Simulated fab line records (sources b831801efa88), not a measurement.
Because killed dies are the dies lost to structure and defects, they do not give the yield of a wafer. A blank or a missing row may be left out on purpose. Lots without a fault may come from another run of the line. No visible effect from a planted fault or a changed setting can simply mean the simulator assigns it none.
Code-filled problem report in 8D (eight disciplines) form || flow gf180mcu || the parts of the form that need people (team, actions taken, sign-off) are left out

1. THE ISSUE
GF_MIM_SPUTTER_04, chamber-pressure-pa: mean 0.3183 Pa on 2 wafers (1 lot); fault-free wafers 0.3998 Pa, standard deviation 0.00075. So: -99 or more standard deviations from the usual mean.
The step: material TiN, target thk 50 nm, time 41.7 s.
Earliest sighting: wafer L770.2 on pvd-sputter-01 at day 29 12:17. At this step, 15 wafers from 5 lots have a number in the record. Rule for "out" (also "out of limits"): further than 4 standard deviations from the usual mean. The other wafers with a number count as sound.

2. WHAT THIS IS AND IS NOT
{"question": "which readings at this step", "is": "chamber-pressure-pa, throttle-valve-pct", "is not": "-"}
{"question": "which lots", "is": "L770", "is not": "L756, L759, L774, L775"}
{"question": "which wafers of those lots", "is": "L770.2, L770.6", "is not": "L770.5"}
{"question": "read on which tools", "is": "pvd-sputter-01", "is not": "pvd-sputter-03"}
{"question": "when", "is": "from day 29 12:17", "is not": "up to then (7 sound wafers); but 6 sound wafers of L774, L775 came after"}

3. WHAT RULES OUT EACH SUSPECT
Counting: if a tool at a process step up to the reading ran every lot that is out, it stays a suspect. Sound lots after the first of them don't rule it out here, since some wafers of a struck lot are sound.
- pvd-sputter-04 at GF_V4_SPUTTER_21 (material Ti, target thk 15 nm, time 80.02 s): kept. The lot that is out, L770, ran on it at day 29 11:25; the last sound lot it ran before that was L756, at day 24 17:12.
- pvd-sputter-01 at GF_MIM_SPUTTER_01 (material TiN, target thk 30 nm, time 25 s): kept. The lot that is out, L770, ran on it at day 29 12:13; the last sound lot it ran before that was L759, at day 25 15:12.
- pvd-sputter-01 at GF_MIM_SPUTTER_04 (material TiN, target thk 50 nm, time 41.7 s): kept. The lot that is out, L770, ran on it at day 29 12:17; the last sound lot it ran before that was L759, at day 25 15:17. On those wafers its own readings are out: chamber-pressure-pa, throttle-valve-pct.
The count leaves pvd-sputter-04 at GF_V4_SPUTTER_21, pvd-sputter-01 at GF_MIM_SPUTTER_01, and pvd-sputter-01 at GF_MIM_SPUTTER_04.

4. THE CAUSE (what the simulator had put in)
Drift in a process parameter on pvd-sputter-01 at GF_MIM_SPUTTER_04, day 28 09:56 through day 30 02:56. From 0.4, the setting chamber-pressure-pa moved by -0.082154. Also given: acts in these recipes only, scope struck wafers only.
Counting leaves 3 suspects; this tool is one of them.

5. THE EFFECT CHAIN, in route order
Each row: a reading where the mean over the struck wafers with a number is more than 3 standard deviations away from the usual. Only readings whose record carries a usual standard deviation are examined. hours: median over the lots of the time between each lot's start at the first step of this table that gives one and its start at this step. sigmas: the change, counted in usual standard deviations.
{"hours": 0, "step": "GF_MIM_SPUTTER_04", "reading": "chamber-pressure-pa", "usual": "0.3998 Pa", "on struck wafers": 0.3183, "change": -0.0815, "sigmas": "-99 or more"}
{"hours": 0, "step": "GF_MIM_SPUTTER_04", "reading": "throttle-valve-pct", "usual": "30.1 %", "on struck wafers": 34.3, "change": "+4.2", "sigmas": "+4.8"}
Here are the process steps it includes:
- GF_MIM_SPUTTER_04: material TiN, target thk 50 nm, time 41.7 s.
Later steps that measure or inspect, where all struck wafers having a row at the step show a number for every such reading and not one has moved that far: GF_MIM_THK_MEAS_06, GF_MIM_RS_MEAS_10, GF_MIM_THK_MEAS_11, GF_M5_CD_MEAS_07, GF_M5_OVL_MEAS_08.

6. WHAT WOULD HAVE CAUGHT IT SOONER
The fault began at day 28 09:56; the first out-of-limits reading in this record came at day 29 12:17, 26 hours later.
